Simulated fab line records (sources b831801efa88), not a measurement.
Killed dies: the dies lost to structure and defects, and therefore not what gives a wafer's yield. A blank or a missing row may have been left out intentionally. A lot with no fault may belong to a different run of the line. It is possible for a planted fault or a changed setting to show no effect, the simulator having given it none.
fab line records + flow sky130
[record]
- lots = 6
- wafers = 18
- last_day = 50
route steps=708 shown VT_ADJUST_LVTN@110 VT_ADJUST_NCORE@119 PAD_OPEN@708
lots with no fault: from the same line, run without faults
start_h: hours from the record's opening day to when the first of the lot's shown wafers began + wait_h: time in hours since the lot's previous step + " repeats the value in the row above + L1.1+2: a row that stands for several wafers + - no value, or no start given + * or withheld: withheld + < > ~ a bound
route shown NAME@n: names a module that has steps shown in the file, with the first one's number in the route + usual: mean/standard deviation taken from wafers without a fault + same: alike in all rows + chamber/n: place in a boat + sites: each site's reading + _std_site: the standard deviation of these + _edge_site: outer sites' mean less inner sites' + radius_mm: how far each site lies from the wafer's centre + mask NAME#n: copy n + behind: the last tool/chamber to shape the wafer + hold: reason for holding the lot/hours on hold/outcome of the hold + device: the n, p or np transistor that did not switch + end of line: tests of these same wafers at the route's end + a step with no rows: only its recipe + killed: dies lost to structure and defects at the first sort, not the wafer's yield + map: per-die view of a wafer (x killed, . not killed, _ where there is no die)
set.NAME: the run value of the setting; set.NAME@STEP: its run value at that earlier step + model.NAME: the simulator's own value behind a step, which no gauge read
lots seen at some steps along the route; tables by step, rows by wafer
services: when a tool's chamber went out of use (start_h, in hours from the record's first day, below 0 if earlier), for how many hours, and the reason
[[steps]]
[step SKY_VT_ADJUST_LVTN_COAT_13]
[recipe]
- resist = NOVOLAK
- spin_rpm = 3000
- resist_thk_nm = 1140
[step SKY_VT_ADJUST_LVTN_SOFTBAKE_14]
[recipe]
- temp_c = 90
- time_s = 60
- resist = NOVOLAK
[step SKY_VT_ADJUST_LVTN_EXPOSE_15]
[recipe]
- mask_id = HVN_STD_DERIVED
- na = 0.6
- source_shape = conventional
- sigma_outer = 0.6
- polarization = unpolarized
- target_cd_nm = 600
- dose_mj = 163
[step SKY_VT_ADJUST_LVTN_PEB_16]
[recipe]
- temp_c = withheld
- time_s = *
- resist = NOVOLAK
[step SKY_VT_ADJUST_LVTN_DEVELOP_17]
[recipe]
- resist = NOVOLAK
- developer = TMAH
- develop_time_s = 60
- dev_temp_c = 23
[step SKY_VT_ADJUST_LVTN_OVL_MEAS_18]
[usual]
- VT_ADJUST_LVTN_01_OVL = -0.8/1.5
| lot.wafer | tool       | chamber | start_h | wait_h | VT_ADJUST_LVTN_01_OVL[nm] |
|-----------|------------|---------|---------|--------|---------------------------|
| L209.2    | overlay-02 | -       | 152.87  | 0.1    | -0.5                      |
| L209.3    | "          | -       | "       | "      | 0.7                       |
| L209.5    | "          | -       | "       | "      | 0.1                       |
| L213.1    | overlay-01 | -       | 185.89  | 0.1    | -1.4                      |
| L213.3    | "          | -       | "       | "      | -2.4                      |
| L213.4    | "          | -       | "       | "      | -1.7                      |
| L227.2    | overlay-02 | -       | 278.79  | 0.1    | -0.2                      |
| L227.4    | "          | -       | "       | "      | 1.2                       |
| L227.6    | "          | -       | "       | "      | 1.6                       |
| L228.1    | overlay-01 | -       | 293.64  | 0.1    | -1.8                      |
| L228.2    | "          | -       | "       | "      | -0.9                      |
| L228.5    | "          | -       | "       | "      | -0.6                      |
| L230.3    | overlay-02 | -       | 320.49  | 0.1    | -0.7                      |
| L230.5    | "          | -       | "       | "      | -0.3                      |
| L230.6    | "          | -       | "       | "      | -0.6                      |
| L232.1    | overlay-01 | -       | 323.26  | 0.1    | -0.7                      |
| L232.4    | "          | -       | "       | "      | -1.8                      |
| L232.5    | "          | -       | "       | "      | -1.5                      |
[step SKY_VT_ADJUST_LVTN_IMPLANT_19]
[recipe]
- species = B
- energy_kev = 30
- dose_cm2 = 6.5e+11
- tilt_deg = withheld
[step SKY_VT_ADJUST_LVTN_STRIP_20]
[recipe]
- chemistry = O2/N2
- power_w = 1400
- pressure_mtorr = 1500
- platen_temp_c = withheld
- o2_flow_sccm = 3000
- n2_flow_sccm = 300
- overash_fraction = 0.5
[usual]
- drypump_motor_current_A = 5.5/0.37
- oes_product_au = 0.715/0.0045
- strip_time_to_endpoint_s = 14.16/0.042
| lot.wafer | tool            | chamber | start_h | wait_h | drypump_motor_current_A | oes_product_au | rf_hours_counter_h | strip_time_to_endpoint_s |
|-----------|-----------------|---------|---------|--------|-------------------------|----------------|--------------------|--------------------------|
| L209.2    | plasma_asher-03 | 1       | 153.05  | 0.1    | 5.8                     | 0.724          | 33                 | 14.19                    |
| L209.3    | "               | 0       | "       | "      | 5.5                     | 0.711          | -                  | 14.18                    |
| L209.5    | "               | 1       | "       | "      | 5.8                     | 0.715          | -                  | 14.17                    |
| L213.1    | plasma_asher-03 | 0       | 186.07  | 0.1    | 5.5                     | 0.715          | 36                 | 14.20                    |
| L213.3    | "               | 1       | "       | "      | 5.8                     | 0.712          | -                  | 14.16                    |
| L213.4    | "               | 0       | "       | "      | 5.6                     | 0.717          | -                  | 14.16                    |
| L227.2    | plasma_asher-03 | 1       | 278.97  | 0.1    | 5.7                     | 0.719          | 46                 | 14.20                    |
| L227.4    | "               | 0       | "       | "      | 5.5                     | 0.713          | -                  | 14.21                    |
| L227.6    | "               | 1       | "       | "      | 5.7                     | 0.711          | -                  | 14.19                    |
| L228.1    | plasma_asher-01 | 0       | 293.82  | 0.1    | 4.8                     | 0.716          | 62                 | 14.10                    |
| L228.2    | "               | 1       | "       | "      | 5.3                     | 0.723          | 62                 | 14.09                    |
| L228.5    | "               | 1       | "       | "      | 5.3                     | 0.723          | -                  | 14.09                    |
| L230.3    | plasma_asher-03 | 1       | 320.70  | 0.1    | 5.7                     | 0.715          | -                  | 14.14                    |
| L230.5    | "               | 1       | "       | "      | 5.7                     | 0.710          | -                  | 14.17                    |
| L230.6    | "               | 0       | "       | "      | 5.5                     | 0.718          | -                  | 14.14                    |
| L232.1    | plasma_asher-03 | 0       | 323.45  | 0.1    | 5.5                     | 0.717          | 50                 | 14.19                    |
| L232.4    | "               | 1       | "       | "      | 5.7                     | 0.713          | -                  | 14.17                    |
| L232.5    | "               | 0       | "       | "      | 5.6                     | 0.716          | -                  | 14.21                    |
[step SKY_VT_ADJUST_LVTN_TW_MEAS_21]
[usual]
- VT_ADJUST_LVTN_2_TW = 188.3/1.1
| lot.wafer | tool          | chamber | start_h | wait_h | VT_ADJUST_LVTN_2_TW |
|-----------|---------------|---------|---------|--------|---------------------|
| L209.2    | film_metro-03 | -       | 153.16  | 0.1    | 187.9               |
| L209.3    | "             | -       | "       | "      | 188.8               |
| L209.5    | "             | -       | "       | "      | 188.5               |
| L213.1    | film_metro-03 | -       | 186.17  | 0.1    | 188.4               |
| L213.3    | "             | -       | "       | "      | 188.3               |
| L213.4    | "             | -       | "       | "      | 187.9               |
| L227.2    | film_metro-03 | -       | 279.08  | 0.1    | 186.3               |
| L227.4    | "             | -       | "       | "      | 186.1               |
| L227.6    | "             | -       | "       | "      | 186.6               |
| L228.1    | film_metro-01 | -       | 293.92  | 0.1    | 189.5               |
| L228.2    | "             | -       | "       | "      | 189.1               |
| L228.5    | "             | -       | "       | "      | 188.4               |
| L230.3    | film_metro-03 | -       | 320.78  | 0.1    | 185.9               |
| L230.5    | "             | -       | "       | "      | 186.6               |
| L230.6    | "             | -       | "       | "      | 186.9               |
| L232.1    | film_metro-03 | -       | 323.55  | 0.1    | 186.7               |
| L232.4    | "             | -       | "       | "      | 187.0               |
| L232.5    | "             | -       | "       | "      | 186.4               |
[step SKY_VT_ADJUST_NCORE_DEHYDRATE_00]
[recipe]
- temp_c = 200
- time_s = 60
[step SKY_VT_ADJUST_NCORE_HMDS_01]
[recipe]
- prime_time_s = 60
- prime_temp_c = 120
[step SKY_VT_ADJUST_NCORE_COAT_02]
[recipe]
- resist = NOVOLAK
- spin_rpm = 3000
- resist_thk_nm = 1140
[step SKY_VT_ADJUST_NCORE_SOFTBAKE_03]
[recipe]
- temp_c = 90
- time_s = 60
- resist = NOVOLAK
[usual]
- heater_power_total_W = 56.59/0.046
- plate_temp_C = 90.00/0.11
| lot.wafer | tool           | chamber | start_h | wait_h | heater_power_total_W | plate_temp_C | model.NOVOLAK_of_VT_ADJUST_NCORE_COAT_02.thk_nm |
|-----------|----------------|---------|---------|--------|----------------------|--------------|-------------------------------------------------|
| L209.2    | litho_track-01 | 0       | 162.75  | 0.1    | 56.60                | 90.14        | 1144                                            |
| L209.3    | "              | 0       | "       | "      | 56.56                | 90.04        | 1143                                            |
| L209.5    | "              | 0       | "       | "      | 56.62                | 90.11        | 1144                                            |
| L213.1    | litho_track-02 | 0       | 196.64  | 0.1    | 56.60                | 89.85        | 1141                                            |
| L213.3    | "              | 0       | "       | "      | 56.52                | 89.94        | 1141                                            |
| L213.4    | "              | 0       | "       | "      | 56.54                | 90.13        | 1137                                            |
| L227.2    | litho_track-01 | 0       | 292.15  | 0.1    | 59.27                | 93.03        | 1124                                            |
| L227.4    | "              | 0       | "       | "      | 59.30                | 93.13        | 1126                                            |
| L227.6    | "              | 0       | "       | "      | 59.19                | 93.09        | 1125                                            |
| L228.1    | litho_track-01 | 0       | 306.13  | 0.1    | 59.27                | 93.20        | 1131                                            |
| L228.2    | "              | 0       | "       | "      | 59.31                | 93.36        | 1132                                            |
| L228.5    | "              | 0       | "       | "      | 59.35                | 93.24        | 1128                                            |
| L230.3    | litho_track-03 | 0       | 333.54  | 0.1    | 56.54                | 89.94        | 1140                                            |
| L230.5    | "              | 0       | "       | "      | 56.57                | 89.83        | 1139                                            |
| L230.6    | "              | 0       | "       | "      | 56.62                | 89.95        | 1142                                            |
| L232.1    | litho_track-03 | 0       | 336.59  | 0.1    | 56.65                | 90.06        | 1140                                            |
| L232.4    | "              | 0       | "       | "      | 56.54                | 90.02        | 1139                                            |
| L232.5    | "              | 0       | "       | "      | 56.55                | 89.98        | 1136                                            |
[step SKY_VT_ADJUST_NCORE_EXPOSE_04]
[recipe]
- mask_id = LVTN_COMPLEMENT_THIN
- na = 0.6
- source_shape = conventional
- sigma_outer = 0.6
- polarization = unpolarized
- target_cd_nm = 380
- dose_mj = 139
[step SKY_VT_ADJUST_NCORE_PEB_05]
[recipe]
- temp_c = withheld
- time_s = *
- resist = NOVOLAK
[step SKY_VT_ADJUST_NCORE_DEVELOP_06]
[recipe]
- resist = NOVOLAK
- developer = TMAH
- develop_time_s = 60
- dev_temp_c = 23
[same]
- develop_time_s = 60
| lot.wafer | tool           | chamber | start_h | wait_h | model.NOVOLAK_of_VT_ADJUST_NCORE_COAT_02.thk_nm |
|-----------|----------------|---------|---------|--------|-------------------------------------------------|
| L209.2    | litho_track-01 | 0       | 172.15  | 0.1    | 1144                                            |
| L209.3+5  | "              | 0       | "       | "      | 1143                                            |
| L213.1+3  | litho_track-03 | 0       | 206.69  | 0.1    | 1140                                            |
| L213.4    | "              | 0       | "       | "      | 1137                                            |
| L227.2    | litho_track-03 | 0       | 304.31  | 0.1    | 1124                                            |
| L227.4    | "              | 0       | "       | "      | 1126                                            |
| L227.6    | "              | 0       | "       | "      | 1125                                            |
| L228.1+2  | litho_track-03 | 0       | 319.59  | 0.1    | 1131                                            |
| L228.5    | "              | 0       | "       | "      | 1128                                            |
| L230.3    | litho_track-01 | 0       | 346.98  | 0.1    | 1140                                            |
| L230.5    | "              | 0       | "       | "      | 1138                                            |
| L230.6    | "              | 0       | "       | "      | 1141                                            |
| L232.1+4  | litho_track-01 | 0       | 350.28  | 0.1    | 1139                                            |
| L232.5    | "              | 0       | "       | "      | 1135                                            |
[step SKY_VT_ADJUST_NCORE_CD_MEAS_07]
[recipe]
- target_cd_nm = 380
[usual]
- cd_nm = 379.5/2.3
| lot.wafer | tool      | chamber | start_h | wait_h | cd_nm |
|-----------|-----------|---------|---------|--------|-------|
| L209.2    | cd_sem-02 | -       | 172.30  | 0.1    | 380.4 |
| L209.3    | "         | -       | "       | "      | 378.9 |
| L209.5    | "         | -       | "       | "      | 377.9 |
| L213.1    | cd_sem-01 | -       | 206.84  | 0.1    | 380.3 |
| L213.3    | "         | -       | "       | "      | 378.1 |
| L213.4    | "         | -       | "       | "      | 380.4 |
| L227.2    | cd_sem-02 | -       | 304.46  | 0.1    | 378.7 |
| L227.4    | "         | -       | "       | "      | 379.6 |
| L227.6    | "         | -       | "       | "      | 380.4 |
| L228.1    | cd_sem-01 | -       | 319.74  | 0.1    | 375.7 |
| L228.2    | "         | -       | "       | "      | 380.0 |
| L228.5    | "         | -       | "       | "      | 380.8 |
| L230.3    | cd_sem-01 | -       | 347.12  | 0.1    | 382.8 |
| L230.5    | "         | -       | "       | "      | 379.9 |
| L230.6    | "         | -       | "       | "      | 380.0 |
| L232.1    | cd_sem-02 | -       | 350.43  | 0.1    | 377.6 |
| L232.4    | "         | -       | "       | "      | 382.3 |
| L232.5    | "         | -       | "       | "      | 381.2 |
[step SKY_VT_ADJUST_NCORE_OVL_MEAS_08]
[usual]
- VT_ADJUST_NCORE_OVL = 1.0/1.6
| lot.wafer | tool       | chamber | start_h | wait_h | VT_ADJUST_NCORE_OVL[nm] |
|-----------|------------|---------|---------|--------|-------------------------|
| L209.2    | overlay-02 | -       | 172.40  | 0.1    | 2.5                     |
| L209.3    | "          | -       | "       | "      | 1.4                     |
| L209.5    | "          | -       | "       | "      | 1.3                     |
| L213.1    | overlay-02 | -       | 206.96  | 0.1    | 2.2                     |
| L213.3    | "          | -       | "       | "      | 2.9                     |
| L213.4    | "          | -       | "       | "      | 1.1                     |
| L227.2    | overlay-02 | -       | 304.56  | 0.1    | -0.1                    |
| L227.4    | "          | -       | "       | "      | 1.2                     |
| L227.6    | "          | -       | "       | "      | -1.3                    |
| L228.1    | overlay-01 | -       | 319.86  | 0.1    | 0.8                     |
| L228.2    | "          | -       | "       | "      | 1.1                     |
| L228.5    | "          | -       | "       | "      | 0.3                     |
| L230.3    | overlay-02 | -       | 347.21  | 0.1    | -3.2                    |
| L230.5    | "          | -       | "       | "      | -2.5                    |
| L230.6    | "          | -       | "       | "      | -3.5                    |
| L232.1    | overlay-02 | -       | 350.55  | 0.1    | 1.4                     |
| L232.4    | "          | -       | "       | "      | 3.1                     |
| L232.5    | "          | -       | "       | "      | 1.4                     |
[step SKY_VT_ADJUST_NCORE_IMPLANT_09]
[recipe]
- species = B
- energy_kev = 10
- dose_cm2 = 2.4e+12
- tilt_deg = withheld
[step SKY_VT_ADJUST_NCORE_STRIP_10]
[recipe]
- chemistry = O2/N2
- power_w = 1400
- pressure_mtorr = 1500
- platen_temp_c = withheld
- o2_flow_sccm = 3000
- n2_flow_sccm = 300
- overash_fraction = 0.5
[usual]
- drypump_motor_current_A = 5.5/0.48
- oes_product_au = 0.716/0.0042
- strip_time_to_endpoint_s = 14.18/0.039
| lot.wafer | tool            | chamber | start_h | wait_h | drypump_motor_current_A | oes_product_au | rf_hours_counter_h | strip_time_to_endpoint_s |
|-----------|-----------------|---------|---------|--------|-------------------------|----------------|--------------------|--------------------------|
| L209.2    | plasma_asher-04 | 0       | 172.58  | 0.1    | 6.1                     | 0.710          | 50                 | 14.23                    |
| L209.3    | "               | 0       | "       | "      | 6.1                     | 0.714          | -                  | 14.21                    |
| L209.5    | "               | 1       | "       | "      | 6.0                     | 0.717          | -                  | 14.22                    |
| L213.1    | plasma_asher-02 | 0       | 207.14  | 0.1    | 4.9                     | 0.719          | 9                  | 14.17                    |
| L213.3    | "               | 1       | "       | "      | 5.6                     | 0.715          | -                  | 14.18                    |
| L213.4    | "               | 0       | "       | "      | 4.9                     | 0.723          | -                  | 14.15                    |
| L227.2    | plasma_asher-04 | 0       | 304.74  | 0.1    | 6.1                     | 0.710          | 62                 | 14.00                    |
| L227.4    | "               | 1       | "       | "      | 6.0                     | 0.709          | -                  | 14.01                    |
| L227.6    | "               | 0       | "       | "      | 6.1                     | 0.726          | -                  | 13.99                    |
| L228.1    | plasma_asher-01 | 1       | 320.04  | 0.1    | 5.3                     | 0.697          | 64                 | 14.05                    |
| L228.2    | "               | 0       | "       | "      | 4.8                     | 0.715          | 64                 | 14.09                    |
| L228.5    | "               | 1       | "       | "      | 5.3                     | 0.714          | -                  | 14.03                    |
| L230.3    | plasma_asher-02 | 1       | 347.41  | 0.1    | 5.6                     | 0.717          | -                  | 14.19                    |
| L230.5    | "               | 1       | "       | "      | 5.6                     | 0.721          | -                  | 14.16                    |
| L230.6    | "               | 0       | "       | "      | 5.0                     | 0.718          | -                  | 14.20                    |
| L232.1    | plasma_asher-01 | 1       | 350.73  | 0.1    | 5.3                     | 0.716          | 67                 | 14.17                    |
| L232.4    | "               | 1       | "       | "      | 5.3                     | 0.716          | -                  | 14.17                    |
| L232.5    | "               | 1       | "       | "      | 5.3                     | 0.709          | -                  | 14.15                    |
[step SKY_VT_ADJUST_NCORE_TW_MEAS_11]
[usual]
- VT_ADJUST_NCORE_TW = 219.4/1.3
| lot.wafer | tool          | chamber | start_h | wait_h | VT_ADJUST_NCORE_TW |
|-----------|---------------|---------|---------|--------|--------------------|
| L209.2    | film_metro-04 | -       | 172.69  | 0.1    | 218.1              |
| L209.3    | "             | -       | "       | "      | 218.8              |
| L209.5    | "             | -       | "       | "      | 217.4              |
| L213.1    | film_metro-03 | -       | 207.24  | 0.1    | 218.2              |
| L213.3    | "             | -       | "       | "      | 219.0              |
| L213.4    | "             | -       | "       | "      | 220.1              |
| L227.2    | film_metro-04 | -       | 304.85  | 0.1    | 221.0              |
| L227.4    | "             | -       | "       | "      | 220.1              |
| L227.6    | "             | -       | "       | "      | 219.9              |
| L228.1    | film_metro-04 | -       | 320.14  | 0.1    | 218.9              |
| L228.2    | "             | -       | "       | "      | 218.8              |
| L228.5    | "             | -       | "       | "      | 218.4              |
| L230.3    | film_metro-03 | -       | 347.50  | 0.1    | 217.6              |
| L230.5    | "             | -       | "       | "      | 218.0              |
| L230.6    | "             | -       | "       | "      | 217.6              |
| L232.1    | film_metro-03 | -       | 350.83  | 0.1    | 217.9              |
| L232.4    | "             | -       | "       | "      | 218.0              |
| L232.5    | "             | -       | "       | "      | 217.9              |
[step SKY_PAD_OPEN_PROBE_99]
[usual]
- killed_at_M0_to_M3 = 44/7
- killed_at_M4_up = 3.0/1.9
- killed_at_contacts = 24/5.4
- killed_at_front_end = 15/4.6
- killed_at_other = 0.3/0.5
- killed_dies = 87/10
- killed_on_rim = 17/3.5
- killed_open = 47/7
- killed_short = 40/6.2
[same]
- gross_dies = 492
- killed_at_back_side = 0
| lot.wafer | tool      | chamber | start_h | wait_h | killed_at_M0_to_M3 | killed_at_M4_up | killed_at_contacts | killed_at_front_end | killed_at_other | killed_dies | killed_on_rim | killed_open | killed_short |
|-----------|-----------|---------|---------|--------|--------------------|-----------------|--------------------|---------------------|-----------------|-------------|---------------|-------------|--------------|
| L209.2    | prober-02 | -       | 1058.44 | 0.1    | 53                 | 5               | 28                 | 24                  | 2               | 112         | 21            | 65          | 47           |
| L209.3    | prober-02 | -       | 1058.49 | 0.2    | 48                 | 3               | 21                 | 19                  | 0               | 91          | 15            | 51          | 40           |
| L209.5    | prober-02 | -       | 1058.59 | 0.2    | 47                 | 0               | 27                 | 10                  | 0               | 84          | 17            | 48          | 36           |
| L213.1    | prober-02 | -       | 1109.01 | 0.1    | 45                 | 1               | 13                 | 13                  | 0               | 72          | 17            | 34          | 38           |
| L213.3    | prober-02 | -       | 1109.11 | 0.2    | 42                 | 5               | 22                 | 13                  | 0               | 82          | 15            | 44          | 38           |
| L213.4    | prober-02 | -       | 1109.16 | 0.2    | 44                 | 1               | 26                 | 8                   | 0               | 79          | 13            | 41          | 38           |
| L227.2    | prober-02 | -       | 1179.90 | 0.1    | 36                 | 2               | 15                 | 18                  | 0               | 71          | 11            | 34          | 37           |
| L227.4    | prober-02 | -       | 1180.00 | 0.2    | 42                 | 2               | 32                 | 11                  | 0               | 87          | 18            | 48          | 39           |
| L227.6    | prober-02 | -       | 1180.10 | 0.2    | 41                 | 2               | 28                 | 14                  | 0               | 85          | 18            | 44          | 41           |
| L228.1    | prober-02 | -       | 1180.30 | 0.1    | 52                 | 2               | 24                 | 11                  | 0               | 89          | 14            | 49          | 40           |
| L228.2    | prober-02 | -       | 1180.35 | 0.1    | 40                 | 2               | 29                 | 11                  | 1               | 83          | 13            | 51          | 32           |
| L228.5    | prober-02 | -       | 1180.50 | 0.2    | 53                 | 4               | 24                 | 11                  | 2               | 94          | 15            | 52          | 42           |
| L232.1    | prober-02 | -       | 1197.22 | 0.1    | 58                 | 8               | 33                 | 11                  | 1               | 111         | 22            | 52          | 59           |
| L232.4    | prober-02 | -       | 1197.37 | 0.2    | 43                 | 0               | 21                 | 23                  | 0               | 87          | 16            | 41          | 46           |
| L232.5    | prober-02 | -       | 1197.42 | 0.2    | 51                 | 1               | 19                 | 12                  | 0               | 83          | 16            | 46          | 37           |
| L230.3    | prober-01 | -       | 1198.41 | 0.2    | 45                 | 3               | 24                 | 15                  | 0               | 87          | 17            | 46          | 41           |
| L230.5    | prober-01 | -       | 1198.51 | 0.2    | 40                 | 1               | 26                 | 10                  | 1               | 78          | 19            | 45          | 33           |
| L230.6    | prober-01 | -       | 1198.56 | 0.2    | 45                 | 0               | 22                 | 16                  | 0               | 83          | 19            | 38          | 45           |
// killed by level:class
L209.2 LI_CONTACT:geometric_particle:open=13 VIA2:geometric_particle:open=10 CONTACT:geometric_particle:open=9 VIA1:geometric_particle:open=8 POLY_GATE:geometric_particle:short=7 METAL3:geometric_particle:short=7 POLY_GATE:geometric_particle:open=6 VIA3:geometric_particle:open=6
L209.3 VIA1:geometric_particle:open=13 CONTACT:geometric_particle:open=8 FIELD_ISO:geometric_particle:short=6 POLY_GATE:geometric_particle:open=6 LI_CONTACT:geometric_particle:open=6 VIA3:geometric_particle:open=6 METAL1:geometric_particle:short=6 VIA2:geometric_particle:open=6
L209.5 VIA1:geometric_particle:open=10 CONTACT:geometric_particle:short=9 VIA3:geometric_particle:open=9 CONTACT:geometric_particle:open=8 LI_CONTACT:geometric_particle:open=7 VIA1:geometric_particle:short=6 METAL2:geometric_particle:short=6 VIA2:geometric_particle:open=5
L213.1 VIA1:geometric_particle:short=10 VIA1:geometric_particle:open=9 METAL1:geometric_particle:short=7 CONTACT:geometric_particle:open=5 VIA2:geometric_particle:open=5 VIA3:geometric_particle:short=5 FIELD_ISO:geometric_particle:open=4 FIELD_ISO:geometric_particle:short=4
L213.3 VIA1:geometric_particle:open=14 CONTACT:geometric_particle:open=8 METAL1:geometric_particle:short=7 FIELD_ISO:geometric_particle:short=5 LOCAL_INTERCONNECT:geometric_particle:short=5 VIA2:geometric_particle:open=5 LI_CONTACT:geometric_particle:open=4 CONTACT:geometric_particle:short=3
L213.4 VIA1:geometric_particle:open=10 CONTACT:geometric_particle:open=9 LI_CONTACT:geometric_particle:open=8 METAL3:geometric_particle:short=7 METAL1:geometric_particle:short=6 METAL2:geometric_particle:short=5 LOCAL_INTERCONNECT:geometric_particle:short=4 LI_CONTACT:geometric_particle:short=3
L227.2 FIELD_ISO:geometric_particle:short=7 VIA2:geometric_particle:open=6 LI_CONTACT:geometric_particle:open=5 CONTACT:geometric_particle:open=4 METAL2:geometric_particle:short=4 VIA1:geometric_particle:open=4 VIA2:geometric_particle:short=4 POLY_GATE:geometric_particle:short=3
L227.4 CONTACT:geometric_particle:open=13 LI_CONTACT:geometric_particle:open=11 VIA1:geometric_particle:short=9 VIA1:geometric_particle:open=9 METAL2:geometric_particle:short=6 VIA2:geometric_particle:open=6 POLY_GATE:geometric_particle:short=5 METAL3:geometric_particle:short=4
L227.6 CONTACT:geometric_particle:open=13 FIELD_ISO:geometric_particle:short=7 VIA1:geometric_particle:short=7 METAL1:geometric_particle:short=6 VIA1:geometric_particle:open=6 FIELD_ISO:geometric_particle:open=5 LI_CONTACT:geometric_particle:short=5 LI_CONTACT:geometric_particle:open=5
L228.1 VIA1:geometric_particle:open=11 METAL2:geometric_particle:short=11 LI_CONTACT:geometric_particle:open=8 METAL1:geometric_particle:short=7 VIA2:geometric_particle:open=7 CONTACT:geometric_particle:short=6 CONTACT:geometric_particle:open=6 FIELD_ISO:geometric_particle:short=4
L228.2 LI_CONTACT:geometric_particle:open=11 VIA3:geometric_particle:open=10 CONTACT:geometric_particle:open=7 METAL1:geometric_particle:short=6 VIA1:geometric_particle:open=6 METAL2:geometric_particle:open=5 VIA2:geometric_particle:open=5 LOCAL_INTERCONNECT:geometric_particle:short=4
L228.5 VIA1:geometric_particle:open=14 CONTACT:geometric_particle:open=11 VIA1:geometric_particle:short=7 VIA3:geometric_particle:open=6 METAL1:geometric_particle:short=6 VIA2:geometric_particle:open=6 LI_CONTACT:geometric_particle:open=5 METAL2:geometric_particle:short=5
L232.1 VIA1:geometric_particle:open=13 METAL2:geometric_particle:short=13 LI_CONTACT:geometric_particle:open=12 CONTACT:geometric_particle:short=9 CONTACT:geometric_particle:open=8 VIA1:geometric_particle:short=8 METAL4:geometric_particle:short=6 FIELD_ISO:geometric_particle:short=4
L232.4 VIA1:geometric_particle:open=9 FIELD_ISO:geometric_particle:short=7 CONTACT:geometric_particle:open=7 POLY_GATE:geometric_particle:short=5 METAL2:geometric_particle:short=5 VIA3:geometric_particle:short=5 FIELD_ISO:geometric_particle:open=4 POLY_GATE:geometric_particle:open=4
L232.5 VIA1:geometric_particle:open=11 CONTACT:geometric_particle:open=9 VIA3:geometric_particle:open=6 METAL1:geometric_particle:short=6 VIA2:geometric_particle:open=6 LI_CONTACT:geometric_particle:open=5 METAL2:geometric_particle:short=5 FIELD_ISO:geometric_particle:open=4
L230.3 VIA1:geometric_particle:open=13 LOCAL_INTERCONNECT:geometric_particle:short=7 LI_CONTACT:geometric_particle:open=6 CONTACT:geometric_particle:open=6 VIA1:geometric_particle:short=6 METAL2:geometric_particle:short=6 METAL1:geometric_particle:short=5 VIA3:geometric_particle:open=5
L230.5 VIA1:geometric_particle:open=12 LI_CONTACT:geometric_particle:open=8 LI_CONTACT:geometric_particle:short=7 CONTACT:geometric_particle:open=6 METAL1:geometric_particle:short=6 VIA2:geometric_particle:open=5 FIELD_ISO:geometric_particle:open=4 METAL2:geometric_particle:short=4
L230.6 VIA1:geometric_particle:open=10 CONTACT:geometric_particle:open=10 FIELD_ISO:geometric_particle:short=9 METAL1:geometric_particle:short=6 VIA3:geometric_particle:open=6 METAL2:geometric_particle:short=5 LI_CONTACT:geometric_particle:short=4 CONTACT:geometric_particle:short=4
[[services]]
| tool            | chamber | start_h | hours | kind   |
|-----------------|---------|---------|-------|--------|
| plasma_asher-01 | -       | 131.01  | 9.2   | repair |
| plasma_asher-01 | -       | 170.91  | 8.2   | repair |
| plasma_asher-01 | -       | 191.72  | 0.4   | repair |
| plasma_asher-04 | -       | 234.66  | 15.0  | repair |
| plasma_asher-04 | -       | 336.06  | 1.0   | repair |
| plasma_asher-03 | -       | 346.03  | 2.8   | pm     |
[[key]]
[first_sign]
- step = SKY_VT_ADJUST_NCORE_SOFTBAKE_03
- reading = heater_power_total_W
- direction = up
- sigmas = 59
- usual = *
- struck = *
[effect]
- step = SKY_VT_ADJUST_NCORE_SOFTBAKE_03
- reading = plate_temp_C
- direction = up
- sigmas = 28
- usual = *
- struck = *
[effect]
- step = SKY_VT_ADJUST_NCORE_STRIP_10
- reading = strip_time_to_endpoint_s
- direction = down
- sigmas = 3.9
- usual = *
- struck = *
[model_effect]
- step = SKY_VT_ADJUST_NCORE_SOFTBAKE_03
- value = NOVOLAK_of_VT_ADJUST_NCORE_COAT_02.thk_nm
- without = 1137
- struck = 1128
[model_effect]
- step = SKY_VT_ADJUST_NCORE_DEVELOP_06
- value = NOVOLAK_of_VT_ADJUST_NCORE_COAT_02.thk_nm
- without = 1137
- struck = 1127
met_at SKY_VT_ADJUST_NCORE_SOFTBAKE_03
struck_wafers L227.2,L227.4,L227.6,L228.1,L228.2,L228.5
tester_left_out L227,L228
onset_between 162.75 292.15
[fault]
- kind = process_parameter_drift
- tool = litho_track-01
- chamber = -
- onset_h = 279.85
- steps = SKY_VT_ADJUST_NCORE_SOFTBAKE_03
- channel = temp_c
- offset = *
- shape = step
- end_h = 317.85
- acts_in = *
- stated = *
// tester_left_out: of these lots the tester's yield and bins aren't shown, on N5 and GAA mostly nor the transistor test; their killed dies are dies lost to structure and defects alone, not to doping, threshold or leakage, so they don't give the yield
